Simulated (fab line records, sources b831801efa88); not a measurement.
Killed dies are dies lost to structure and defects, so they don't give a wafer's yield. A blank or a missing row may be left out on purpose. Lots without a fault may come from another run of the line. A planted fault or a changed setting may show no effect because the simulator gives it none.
fab line records | flow sky130
record lots=7 wafers=21 last_day=50
route steps=708 shown LOCAL_INTERCONNECT@396 CONTACT@406 PAD_OPEN@708
lots that met no fault: from a run of the same line without faults
start_h: hours from the record's first day to the start of the lot's first wafer shown | wait_h: hours since the lot's step before | " the same as in the row above | L1.1+2: a row that stands for several wafers | - no value, or no start given | * or withheld: withheld | < > ~ a bound
route shown NAME@n: a module of which the file shows steps, and the number in the route of the first | usual: mean/standard deviation of fault-free wafers | same: alike in all rows | chamber/n: place in a boat | sites: the reading at each site | _std_site: their standard deviation | _edge_site: outer sites' mean less inner sites' | radius_mm: how far each site lies from the wafer's centre | mask NAME#n: copy n | behind: the tool/chamber that last shaped the wafer | hold: why the lot was held/for how many hours/how that ended | device: the transistor (n, p or np) that didn't switch | end of line: the same wafers' tests at the end of the route | a step without rows: its recipe alone | killed: dies lost to structure and defects at the first sort, not the wafer's yield | map: a wafer's dies, x killed, . not, _ none there
set.NAME: the setting as run; set.NAME@STEP: as run at that earlier step | model.NAME: the simulator's own value behind a step, which no gauge read
lots at some steps of the route; a table a step, a row a wafer
services: from which hour (start_h, from the record's first day; less than 0 if before it) a tool's chamber was out of use, for how many hours, and why
## steps
# step SKY_LOCAL_INTERCONNECT_PEB_09
# recipe peb_temp_c=withheld peb_time_s=withheld resist=KrF-thick
# step SKY_LOCAL_INTERCONNECT_DEVELOP_10
# recipe develop_time_s=60 resist=KrF-thick dev_temp_c=21
# step SKY_LOCAL_INTERCONNECT_CD_MEAS_11
# recipe target_cd_nm=170
# usual cd_nm=169.9/1.5
# columns lot.wafer tool chamber start_h wait_h cd_nm
L614.1 cd_sem-02 - 729.63 - 171.9
L614.5 " - " " 172.0
L614.6 " - " " 170.6
L615.2 cd_sem-02 - 729.86 - 173.3
L615.3 " - " " 170.8
L615.4 " - " " 171.0
L617.1 cd_sem-02 - 740.68 - 168.7
L617.5 " - " " 168.0
L617.6 " - " " 169.8
L618.3 cd_sem-02 - 743.42 - 170.3
L618.4 " - " " 170.2
L618.5 " - " " 171.2
L620.1 cd_sem-01 - 753.28 - 170.0
L620.5 " - " " 169.7
L620.6 " - " " 169.0
L633.2 cd_sem-02 - 865.85 - 170.0
L633.4 " - " " 169.3
L633.5 " - " " 169.3
L635.2 cd_sem-01 - 893.35 - 169.9
L635.3 " - " " 168.0
L635.6 " - " " 167.4
# step SKY_LOCAL_INTERCONNECT_OVL_MEAS_12
# usual LOCAL_INTERCONNECT_OVL=-2/4.9
# columns lot.wafer tool chamber start_h wait_h LOCAL_INTERCONNECT_OVL[nm]
L614.1 overlay-01 - 729.75 0.1 -5
L614.5 " - " " -7
L614.6 " - " " -11
L615.2 overlay-02 - 729.96 0.1 -4
L615.3 " - " " 1
L615.4 " - " " -3
L617.1 overlay-01 - 740.80 0.1 -1
L617.5 " - " " -3
L617.6 " - " " 6
L618.3 overlay-02 - 743.51 0.1 3
L618.4 " - " " -2
L618.5 " - " " 5
L620.1 overlay-01 - 753.40 0.1 -2
L620.5 " - " " -1
L620.6 " - " " 2
L633.2 overlay-01 - 865.95 0.1 0
L633.4 " - " " 1
L633.5 " - " " 5
L635.2 overlay-01 - 893.46 0.1 -4
L635.3 " - " " 4
L635.6 " - " " 1
# step SKY_LOCAL_INTERCONNECT_ETCH_13
# recipe chemistry=N2/H2 target=BARC ion_energy_ev=200 bias_w=100 pressure_mtorr=30 n2_flow_sccm=100 h2_flow_sccm=200 icp_w=500 stop_on=SiO2 time_s=45.9 target_depth_a=600
# usual drypump_motor_current_A=5.7/0.35 he_backside_leak_sccm=3.4/0.33 oes_product_au=0.855/0.0052 throttle_valve_pct=13.224/0.0097
# columns lot.wafer tool chamber start_h wait_h drypump_motor_current_A he_backside_leak_sccm oes_product_au rf_hours_counter_h throttle_valve_pct
L614.1 rie_metal-01 1 729.78 0.0 5.8 3.2 0.856 5 13.224
L614.5 " 1 " " 5.8 3.0 0.853 - 13.215
L614.6 " 0 " " 5.9 3.3 0.856 - 13.224
L615.2 rie_metal-03 0 729.99 0.0 6.0 3.7 0.860 11 13.237
L615.3 " 0 " " 6.0 3.7 0.862 - 13.218
L615.4 " 1 " " 5.4 3.6 0.847 - 13.222
L617.1 rie_metal-02 0 740.83 0.0 5.1 3.4 0.851 11 13.220
L617.5 " 1 " " 6.0 3.2 0.849 - 13.224
L617.6 " 0 " " 5.1 3.3 0.849 - 13.234
L618.3 rie_metal-03 0 743.56 0.0 6.0 3.5 0.852 - 13.227
L618.4 " 1 " " 5.4 3.2 0.850 - 13.216
L618.5 " 1 " " 5.4 3.3 0.867 - 13.221
L620.1 rie_metal-01 1 753.43 0.0 5.8 3.3 0.850 6 13.215
L620.5 " 1 " " 5.8 3.6 0.860 - 13.230
L620.6 " 0 " " 6.0 3.1 0.864 - 13.219
L633.2 rie_metal-03 1 865.98 0.0 5.4 3.5 0.850 7 13.234
L633.4 " 1 " " 5.4 3.4 0.850 - 13.233
L633.5 " 1 " " 5.4 3.4 0.858 - 13.225
L635.2 rie_metal-03 1 893.49 0.0 5.4 3.6 0.851 8 13.212
L635.3 " 1 " " 5.4 3.7 0.860 - 13.228
L635.6 " 1 " " 5.4 4.1 0.856 - 13.229
# step SKY_LOCAL_INTERCONNECT_METAL_ETCH_14
# recipe target_depth_nm=110 stop_on=PSG chemistry=Cl2/BCl3 target=TiN resist_sidewall_deg=88 pressure_mtorr=10 icp_w=900 bias_w=48.5 Cl2_flow_sccm=60 bcl3_flow_sccm=30 time_s=31.4
# usual drypump_motor_current_A=5.7/0.35 he_backside_leak_sccm=3.45/0.29 mfc_cl2_sccm=60.00/0.18 oes_product_au=0.938/0.0068 throttle_valve_pct=21.902/0.01
# columns lot.wafer tool chamber start_h wait_h drypump_motor_current_A he_backside_leak_sccm mfc_cl2_sccm oes_product_au rf_hours_counter_h throttle_valve_pct
L614.1 rie_metal-01 1 729.85 0.0 5.8 3.72 60.11 0.931 5 21.903
L614.5 " 1 " " 5.8 3.45 60.27 0.939 - 21.913
L614.6 " 0 " " 6.0 3.46 60.06 0.938 - 21.914
L615.2 rie_metal-03 0 730.06 0.0 5.9 3.56 59.82 0.924 11 21.921
L615.3 " 0 " " 6.0 3.65 59.43 0.932 - 21.904
L615.4 " 1 " " 5.4 3.70 60.07 0.940 - 21.899
L617.1 rie_metal-02 0 740.90 0.0 5.1 3.43 60.03 0.939 11 21.884
L617.5 " 1 " " 5.9 3.13 59.91 0.943 - 21.904
L617.6 " 0 " " 5.1 3.30 59.89 0.936 - 21.896
L618.3 rie_metal-03 0 743.64 0.1 6.0 3.33 59.86 0.942 - 21.901
L618.4 " 1 " " 5.4 3.67 59.92 0.936 - 21.900
L618.5 " 1 " " 5.4 3.67 60.01 0.939 - 21.909
L620.1 rie_metal-01 1 753.50 0.0 5.8 3.15 60.03 0.932 6 21.906
L620.5 " 1 " " 5.8 2.75 59.78 0.931 - 21.914
L620.6 " 0 " " 6.0 3.32 59.95 0.933 - 21.884
L633.2 rie_metal-03 1 866.05 0.0 5.4 3.66 59.92 0.946 7 21.896
L633.4 " 1 " " 5.4 3.74 59.77 0.955 - 21.894
L633.5 " 1 " " 5.4 3.71 60.06 0.953 - 21.909
L635.2 rie_metal-03 1 893.55 0.0 5.4 3.69 59.98 0.944 8 21.897
L635.3 " 1 " " 5.4 3.53 59.97 0.943 - 21.923
L635.6 " 1 " " 5.4 3.65 60.15 0.926 - 21.886
# step SKY_LOCAL_INTERCONNECT_STRIP_15
# recipe chemistry=O2/N2 power_w=1400 pressure_mtorr=1500 platen_temp_c=withheld o2_flow_sccm=3000 n2_flow_sccm=300 overash_fraction=0.5
# usual drypump_motor_current_A=6.1/0.34 oes_product_au=0.427/0.0047 strip_time_to_endpoint_s=4.732/0.02
# columns lot.wafer tool chamber start_h wait_h drypump_motor_current_A oes_product_au rf_hours_counter_h strip_time_to_endpoint_s
L614.1 plasma_asher-03 0 729.90 0.0 6.5 0.431 91 4.752
L614.5 " 1 " " 6.0 0.426 - 4.758
L614.6 " 0 " " 6.5 0.433 - 4.735
L615.2 plasma_asher-03 1 730.11 0.0 5.9 0.422 91 4.745
L615.3 " 0 " " 6.5 0.431 - 4.731
L615.4 " 1 " " 6.0 0.421 - 4.753
L617.1 plasma_asher-04 1 740.95 0.0 6.2 0.430 30 4.726
L617.5 " 1 " " 6.2 0.431 - 4.720
L617.6 " 0 " " 6.2 0.436 - 4.727
L618.3 plasma_asher-01 1 743.72 0.1 5.9 0.429 - 4.702
L618.4 " 0 " " 5.4 0.429 - 4.725
L618.5 " 1 " " 5.9 0.421 - 4.721
L620.1 plasma_asher-03 1 753.55 0.0 5.9 0.429 94 4.718
L620.5 " 1 " " 5.9 0.425 - 4.740
L620.6 " 0 " " 6.5 0.430 - 4.713
L633.2 plasma_asher-03 1 866.10 0.0 5.9 0.426 106 4.730
L633.4 " 1 " " 5.9 0.429 - 4.732
L633.5 " 0 " " 6.5 0.430 - 4.718
L635.2 plasma_asher-04 1 893.60 0.0 6.2 0.421 46 4.742
L635.3 " 1 " " 6.2 0.437 - 4.733
L635.6 " 1 " " 6.2 0.427 - 4.743
# step SKY_LOCAL_INTERCONNECT_STRIP_16
# recipe chemistry=post_etch_residue_remover time_s=1200 temp_c=72.5
# step SKY_LOCAL_INTERCONNECT_CLEAN_17
# recipe chemistry=IPA time_s=180 temp_c=25
# step SKY_LOCAL_INTERCONNECT_CLEAN_18
# recipe chemistry=O3/DIW dry=n2_spin
# step SKY_CONTACT_CVD_00
# recipe material=Si3N4 target_thk_nm=75 temp_c=400 time_s=withheld rf_w=450
# usual heater_power_w=714/88
# columns lot.wafer tool chamber start_h wait_h heater_power_w
L614.1 pecvd-01 2 730.49 0.0 926
L614.5 " 2 " " 956
L614.6 " 0 " " 745
L615.2 pecvd-03 2 731.13 0.0 651
L615.3 " 0 " " 590
L615.4 " 2 " " 686
L617.1 pecvd-04 0 741.64 0.0 765
L617.5 " 2 " " 722
L617.6 " 1 " " 723
L618.3 pecvd-01 1 744.37 0.0 653
L618.4 " 0 " " 672
L618.5 " 2 " " 972
L620.1 pecvd-03 2 754.14 0.0 726
L620.5 " 1 " " 709
L620.6 " 0 " " 644
L633.2 pecvd-03 2 866.74 0.0 614
L633.4 " 1 " " 711
L633.5 " 0 " " 532
L635.2 pecvd-03 1 894.19 0.0 647
L635.3 " 0 " " 519
L635.6 " 2 " " 736
# step SKY_CONTACT_THK_MEAS_01
# recipe reads=Si3N4_of_CONTACT_CVD_00
# usual CONTACT_CVD_00_THK=75.0/0.82
# columns lot.wafer tool chamber start_h wait_h CONTACT_CVD_00_THK[nm]
L614.1 film_metro-01 - 730.52 - 74.5
L614.5 " - " " 75.6
L614.6 " - " " 74.8
L615.2 film_metro-02 - 731.18 - 73.4
L615.3 " - " " 74.4
L615.4 " - " " 75.7
L617.1 film_metro-01 - 741.67 - 73.4
L617.5 " - " " 74.6
L617.6 " - " " 74.9
L618.3 film_metro-02 - 744.43 - 73.8
L618.4 " - " " 75.2
L618.5 " - " " 75.2
L620.1 film_metro-02 - 754.17 - 73.9
L620.5 " - " " 75.5
L620.6 " - " " 75.7
L633.2 film_metro-03 - 866.78 - 74.4
L633.4 " - " " 76.1
L633.5 " - " " 75.2
L635.2 film_metro-03 - 894.24 - 74.7
L635.3 " - " " 75.0
L635.6 " - " " 75.2
# step SKY_CONTACT_HDPCVD_02
# recipe material=SiO2 target_thk_nm=565 sigma_open_frac=0.3 time_s=94.2 temp_c=600 sih4_flow_sccm=60 pressure_mtorr=6
# usual sih4_flow_sccm=59.97/0.2
# columns lot.wafer tool chamber start_h wait_h sih4_flow_sccm model.SiO2_of_CONTACT_HDPCVD_02.thk_nm
L614.1 hdpcvd-01 0 730.58 0.1 59.95 555.3
L614.5 " 1 " " 60.19 569
L614.6 " 2 " " 60.17 564.2
L615.2 hdpcvd-01 2 731.23 0.0 60.29 563
L615.3 " 1 " " 60.15 564.1
L615.4 " 1 " " 59.97 569.4
L617.1 hdpcvd-01 0 741.73 0.1 71.71 672.2
L617.5 " 0 " " 72.16 677.2
L617.6 " 1 " " 71.81 674.9
L618.3 hdpcvd-01 2 744.47 0.0 72.50 685.7
L618.4 " 1 " " 71.93 681.9
L618.5 " 0 " " 71.96 681.6
L620.1 hdpcvd-01 2 754.23 0.1 72.15 678.2
L620.5 " 0 " " 71.91 679.2
L620.6 " 1 " " 71.96 679.6
L633.2 hdpcvd-02 1 866.83 0.0 59.53 565.8
L633.4 " 2 " " 59.65 565.1
L633.5 " 1 " " 59.67 572.5
L635.2 hdpcvd-01 1 894.29 0.0 59.98 560.6
L635.3 " 0 " " 59.81 561.9
L635.6 " 2 " " 59.69 558.3
# step SKY_CONTACT_THK_MEAS_03
# recipe reads=SiO2_of_CONTACT_HDPCVD_02
# usual CONTACT_HDPCVD_THK=568/5.9
# columns lot.wafer tool chamber start_h wait_h hold CONTACT_HDPCVD_THK[nm]
L614.1 film_metro-02 - 730.65 0.0 - 555
L614.5 " - " " - 569
L614.6 " - " " - 565
L615.2 film_metro-01 - 731.31 0.0 - 563
L615.3 " - " " - 563
L615.4 " - " " - 569
L617.1 film_metro-02 - 741.80 0.0 await_dispo/0.2h/release 672
L617.5 " - " " await_dispo/0.2h/release 677
L617.6 " - " " await_dispo/0.2h/release 675
L617.1 film_metro-02 - 742.03 0.2 - 672
L617.5 " - " " - 677
L617.6 " - " " - 675
L618.3 film_metro-02 - 744.56 0.1 await_dispo/0.2h/release 686
L618.4 " - " " await_dispo/0.2h/release 682
L618.5 " - " " await_dispo/0.2h/release 682
L618.3 film_metro-02 - 744.78 0.2 - 685
L618.4 " - " " - 682
L618.5 " - " " - 682
L620.1 film_metro-02 - 754.30 0.0 await_dispo/0.2h/release 679
L620.5 " - " " await_dispo/0.2h/release 679
L620.6 " - " " await_dispo/0.2h/release 680
L620.1 film_metro-02 - 754.53 0.2 - 677
L620.5 " - " " - 679
L620.6 " - " " - 679
L633.2 film_metro-02 - 866.91 0.0 - 566
L633.4 " - " " - 565
L633.5 " - " " - 572
L635.2 film_metro-02 - 894.36 0.0 - 561
L635.3 " - " " - 562
L635.6 " - " " - 559
# step SKY_CONTACT_CMP_04
# recipe material=SiO2 down_force_psi=4 platen_rpm=60 pad_velocity_m_s=0.94248
# usual edge_zone_pressure_frac=1.000/0.0057 motor_current_A=13.0/1.6 time_to_endpoint_s=83/3.6
# columns lot.wafer tool chamber start_h wait_h hold edge_zone_pressure_frac motor_current_A time_to_endpoint_s
L614.1 cmp-02 1 730.71 0.1 - 1.000 13.9 82
L614.5 " 1 " " - 1.009 13.3 86
L614.6 " 2 " " - 1.002 15.3 84
L615.2 cmp-02 1 731.36 0.0 - 1.008 13.1 82
L615.3 " 2 " " - 1.010 14.4 85
L615.4 " 3 " " - 0.998 13.0 81
L617.1 cmp-02 2 748.11 6.1 await_dispo/1.7h/release 1.005 14.6 131
L617.6 " 0 " " await_dispo/1.7h/release 1.006 11.1 129
L617.5 " 1 " " await_dispo/1.7h/release 0.989 13.5 129
L618.3 cmp-01 0 750.33 5.5 await_dispo/5.5h/release 0.988 10.4 128
L618.4 " 1 " " await_dispo/5.5h/release 1.005 11.2 125
L618.5 " 3 " " await_dispo/5.5h/release 0.987 15.7 129
L620.1 cmp-01 0 756.30 1.8 await_dispo/1.6h/release 0.998 10.3 126
L620.6 " 2 " " await_dispo/1.6h/release 1.001 14.2 120
L620.5 " 3 " " await_dispo/1.6h/release 1.001 14.6 126
L633.4 cmp-02 0 866.96 0.0 - 0.995 11.3 80
L633.2 " 1 " " - 0.996 14.1 80
L633.5 " 1 " " - 0.986 13.7 86
L635.2 cmp-01 0 894.51 0.1 - 0.998 10.5 83
L635.3 " 1 " " - 0.993 11.0 81
L635.6 " 3 " " - 0.998 15.5 83
# step SKY_CONTACT_BOW_MEAS_05
# recipe mode=bow
# usual CONTACT_BOW=81/7.1
# columns lot.wafer tool chamber start_h wait_h CONTACT_BOW[um]
L614.1 film_metro-01 - 731.04 0.3 90
L614.5 " - " " 84
L614.6 " - " " 86
L615.2 film_metro-02 - 731.70 0.3 79
L615.3 " - " " 79
L615.4 " - " " 76
L617.1 film_metro-02 - 748.32 0.2 78
L617.5 " - " " 73
L617.6 " - " " 74
L618.3 film_metro-01 - 750.62 0.2 74
L618.4 " - " " 76
L618.5 " - " " 83
L620.1 film_metro-02 - 756.50 0.1 81
L620.5 " - " " 78
L620.6 " - " " 86
L633.2 film_metro-02 - 867.28 0.2 77
L633.4 " - " " 89
L633.5 " - " " 79
L635.2 film_metro-02 - 894.73 0.2 72
L635.3 " - " " 82
L635.6 " - " " 89
# step SKY_PAD_OPEN_PROBE_99
# usual killed_at_M0_to_M3=43/6.8 killed_at_M4_up=3.2/1.7 killed_at_contacts=24/5.6 killed_at_front_end=15/4.7 killed_at_other=0.3/0.59 killed_dies=86/10 killed_open=47/6.8 killed_short=39/6.4
# same gross_dies=492 killed_at_back_side=0
# columns lot.wafer tool chamber start_h wait_h killed_at_M0_to_M3 killed_at_M4_up killed_at_contacts killed_at_front_end killed_at_other killed_dies killed_open killed_short
L614.1 prober-01 - 1091.76 0.1 46 1 23 20 0 90 52 38
L614.5 prober-01 - 1091.96 0.2 51 3 23 20 0 97 55 42
L614.6 prober-01 - 1092.01 0.2 55 4 12 12 0 83 48 35
L615.2 prober-01 - 1096.95 0.1 44 5 33 19 0 101 58 43
L615.3 prober-01 - 1097.00 0.2 42 1 18 15 0 76 41 35
L615.4 prober-01 - 1097.05 0.2 48 4 20 25 0 97 46 50
L617.1 prober-02 - 1103.96 0.1 47 7 30 24 0 108 61 47
L617.5 prober-02 - 1104.16 0.2 44 2 24 13 0 83 41 42
L617.6 prober-02 - 1104.21 0.2 41 2 26 15 0 84 49 35
L618.3 prober-01 - 1104.31 0.2 42 0 30 10 3 85 41 43
L618.4 prober-01 - 1104.36 0.2 59 5 23 13 1 101 54 46
L618.5 prober-01 - 1104.41 0.2 40 4 18 10 0 72 46 26
L620.1 prober-01 - 1111.35 0.1 39 6 31 18 2 96 52 41
L620.5 prober-01 - 1111.55 0.2 31 4 23 14 0 72 40 32
L620.6 prober-01 - 1111.60 0.2 53 5 28 13 0 99 49 49
L633.2 prober-02 - 1187.64 0.1 42 2 30 21 0 95 42 52
L633.4 prober-02 - 1187.74 0.2 43 4 33 19 2 101 50 51
L633.5 prober-02 - 1187.79 0.2 33 3 18 22 0 76 44 32
L635.2 prober-01 - 1204.65 0.1 39 8 28 11 0 86 46 40
L635.3 prober-01 - 1204.70 0.2 44 4 24 10 0 82 49 32
L635.6 prober-01 - 1204.85 0.2 34 3 25 18 0 80 37 42
# killed by level:class
L614.1 VIA1:geometric_particle:open=12 VIA2:geometric_particle:open=8 CONTACT:geometric_particle:open=7 METAL2:geometric_particle:short=7 FIELD_ISO:geometric_particle:open=5 CONTACT:geometric_particle:short=5 LOCAL_INTERCONNECT:geometric_particle:short=5 VIA3:geometric_particle:open=5
L614.5 VIA1:geometric_particle:open=16 CONTACT:geometric_particle:open=10 FIELD_ISO:geometric_particle:open=8 VIA1:geometric_particle:short=8 METAL2:geometric_particle:short=7 VIA2:geometric_particle:open=6 LOCAL_INTERCONNECT:geometric_particle:short=5 FIELD_ISO:geometric_particle:short=4
L614.6 VIA1:geometric_particle:open=13 VIA1:geometric_particle:short=8 METAL2:geometric_particle:short=8 CONTACT:geometric_particle:open=6 VIA2:geometric_particle:open=6 VIA3:geometric_particle:open=6 METAL1:geometric_particle:short=5 METAL1:geometric_particle:open=5
L615.2 CONTACT:geometric_particle:open=16 VIA1:geometric_particle:open=8 LI_CONTACT:geometric_particle:open=7 FIELD_ISO:geometric_particle:short=6 CONTACT:geometric_particle:short=6 VIA3:geometric_particle:open=6 METAL1:geometric_particle:short=5 VIA1:geometric_particle:short=5
L615.3 VIA1:geometric_particle:open=15 FIELD_ISO:geometric_particle:open=6 LI_CONTACT:geometric_particle:open=6 CONTACT:geometric_particle:open=6 POLY_GATE:geometric_particle:short=5 METAL1:geometric_particle:short=5 VIA2:geometric_particle:short=5 VIA3:geometric_particle:short=4
L615.4 FIELD_ISO:geometric_particle:short=9 VIA3:geometric_particle:open=8 VIA2:geometric_particle:open=7 CONTACT:geometric_particle:short=7 CONTACT:geometric_particle:open=7 METAL1:geometric_particle:short=7 METAL2:geometric_particle:short=7 VIA1:geometric_particle:open=6
L617.1 CONTACT:geometric_particle:open=11 VIA1:geometric_particle:open=11 VIA2:geometric_particle:open=8 VIA3:geometric_particle:open=6 LI_CONTACT:geometric_particle:open=6 LOCAL_INTERCONNECT:geometric_particle:short=6 VIA1:geometric_particle:short=6 FIELD_ISO:geometric_particle:short=5
L617.5 CONTACT:geometric_particle:open=13 METAL1:geometric_particle:short=9 VIA1:geometric_particle:open=8 METAL2:geometric_particle:short=6 VIA2:geometric_particle:short=5 FIELD_ISO:geometric_particle:short=4 POLY_GATE:geometric_particle:open=4 LI_CONTACT:geometric_particle:open=4
L617.6 VIA1:geometric_particle:open=9 CONTACT:geometric_particle:open=9 LI_CONTACT:geometric_particle:open=7 VIA1:geometric_particle:short=6 METAL1:geometric_particle:short=5 METAL2:geometric_particle:short=5 FIELD_ISO:geometric_particle:open=4 VIA2:geometric_particle:short=4
L618.3 VIA1:geometric_particle:open=10 CONTACT:geometric_particle:open=8 LOCAL_INTERCONNECT:geometric_particle:short=7 LI_CONTACT:geometric_particle:open=7 CONTACT:geometric_particle:short=6 VIA3:geometric_particle:open=6 METAL2:geometric_particle:short=6 VIA1:geometric_particle:short=5
L618.4 VIA1:geometric_particle:open=11 VIA2:geometric_particle:open=10 CONTACT:geometric_particle:open=10 METAL2:geometric_particle:short=10 VIA3:geometric_particle:open=9 METAL1:geometric_particle:short=6 POLY_GATE:geometric_particle:short=4 VIA1:geometric_particle:short=4
L618.5 VIA1:geometric_particle:open=9 VIA2:geometric_particle:open=8 CONTACT:geometric_particle:open=8 VIA1:geometric_particle:short=8 LI_CONTACT:geometric_particle:open=4 VIA3:geometric_particle:open=4 METAL1:geometric_particle:short=3 METAL2:geometric_particle:short=3
L620.1 CONTACT:geometric_particle:open=9 LI_CONTACT:geometric_particle:open=8 VIA1:geometric_particle:open=8 FIELD_ISO:geometric_particle:open=6 POLY_GATE:geometric_particle:short=5 CONTACT:geometric_particle:short=5 METAL1:geometric_particle:short=5 VIA2:geometric_particle:open=5
L620.5 CONTACT:geometric_particle:open=10 VIA1:geometric_particle:open=9 LOCAL_INTERCONNECT:geometric_particle:short=7 VIA3:geometric_particle:open=6 POLY_GATE:geometric_particle:open=4 METAL2:geometric_particle:short=4 VIA3:geometric_particle:short=4 FIELD_ISO:geometric_particle:open=3
L620.6 CONTACT:geometric_particle:open=16 METAL1:geometric_particle:short=13 VIA3:geometric_particle:open=8 VIA1:geometric_particle:open=7 FIELD_ISO:geometric_particle:open=6 LI_CONTACT:geometric_particle:short=5 VIA3:geometric_particle:short=5 METAL4:geometric_particle:short=5
L633.2 CONTACT:geometric_particle:open=10 VIA1:geometric_particle:open=10 FIELD_ISO:geometric_particle:open=8 CONTACT:geometric_particle:short=8 METAL2:geometric_particle:short=7 LOCAL_INTERCONNECT:geometric_particle:short=6 VIA1:geometric_particle:short=6 POLY_GATE:geometric_particle:open=4
L633.4 VIA1:geometric_particle:open=10 LI_CONTACT:geometric_particle:open=10 METAL2:geometric_particle:short=9 LOCAL_INTERCONNECT:geometric_particle:short=8 CONTACT:geometric_particle:open=8 FIELD_ISO:geometric_particle:short=6 FIELD_ISO:geometric_particle:open=5 VIA3:geometric_particle:open=5
L633.5 VIA1:geometric_particle:open=8 FIELD_ISO:geometric_particle:short=7 POLY_GATE:geometric_particle:open=6 METAL2:geometric_particle:short=6 CONTACT:geometric_particle:open=6 VIA3:geometric_particle:open=6 LI_CONTACT:geometric_particle:open=5 LOCAL_INTERCONNECT:geometric_particle:short=5
L635.2 CONTACT:geometric_particle:open=12 LI_CONTACT:geometric_particle:open=8 VIA1:geometric_particle:open=7 VIA3:geometric_particle:open=6 POLY_GATE:geometric_particle:open=5 METAL1:geometric_particle:short=5 METAL4:geometric_particle:short=5 CONTACT:geometric_particle:short=4
L635.3 VIA1:geometric_particle:open=12 LI_CONTACT:geometric_particle:open=8 CONTACT:geometric_particle:open=7 METAL2:geometric_particle:short=7 LOCAL_INTERCONNECT:geometric_particle:short=5 VIA3:geometric_particle:open=5 FIELD_ISO:geometric_particle:open=4 VIA2:geometric_particle:open=4
L635.6 METAL1:geometric_particle:short=9 LI_CONTACT:geometric_particle:open=8 VIA3:geometric_particle:open=7 FIELD_ISO:geometric_particle:short=5 POLY_GATE:geometric_particle:short=5 CONTACT:geometric_particle:open=5 VIA1:geometric_particle:open=5 LOCAL_INTERCONNECT:geometric_particle:short=4
## services
# columns tool chamber start_h hours kind
cmp-02 - 724.36 3.5 repair
cmp-01 - 731.33 0.4 repair
plasma_asher-01 - 733.75 9.0 pm
cmp-02 - 738.57 1.0 repair
rie_metal-03 1 742.31 1.0 repair
cmp-02 - 744.00 4.0 pm
plasma_asher-01 - 765.25 1.5 repair
rie_metal-02 1 785.09 10.1 repair
hdpcvd-02 - 786.93 6.0 pm
rie_metal-03 - 788.47 15.6 pm
cmp-01 - 792.24 4.7 pm
plasma_asher-01 - 805.35 11.7 repair
plasma_asher-01 - 805.63 1.6 repair
plasma_asher-01 - 812.21 0.4 repair
rie_metal-01 1 817.35 4.6 repair
pecvd-03 - 817.55 0.7 repair
cmp-01 - 819.24 15.2 pm
plasma_asher-04 - 840.38 3.2 repair
hdpcvd-02 1 845.84 4.7 repair
pecvd-03 - 862.00 2.8 pm
plasma_asher-03 - 868.46 1.5 repair
rie_metal-03 0 873.42 - clean
hdpcvd-01 - 880.92 1.3 repair
plasma_asher-01 - 887.01 5.1 repair
## key
first_sign step=SKY_CONTACT_HDPCVD_02 reading=sih4_flow_sccm direction=up sigmas=60 usual=59.97 struck=72.01
effect step=SKY_CONTACT_THK_MEAS_03 reading=visit direction=added
effect step=SKY_CONTACT_THK_MEAS_03 reading=CONTACT_HDPCVD_THK direction=up sigmas=19 usual=568 struck=679
effect step=SKY_CONTACT_CMP_04 reading=time_to_endpoint_s direction=up sigmas=12 usual=* struck=*
model_effect step=SKY_CONTACT_HDPCVD_02 value=SiO2_of_CONTACT_HDPCVD_02.thk_nm without=565.9 struck=678.9
met_at SKY_CONTACT_HDPCVD_02
struck_wafers L617.1,L617.5,L617.6,L618.3,L618.4,L618.5,L620.1,L620.5,L620.6
tester_left_out L617,L618,L620
onset_between 731.23 741.73
fault kind=process_parameter_drift tool=hdpcvd-01 chamber=- onset_h=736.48 steps=SKY_CONTACT_HDPCVD_02 channel=sih4_flow_sccm offset=12 shape=step end_h=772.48 acts_in=these_recipes_only stated=60
# tester_left_out: of these lots the tester's yield and bins aren't shown, on N5 and GAA mostly nor the transistor test; their killed dies are dies lost to structure and defects alone, not to doping, threshold or leakage, so they don't give the yield
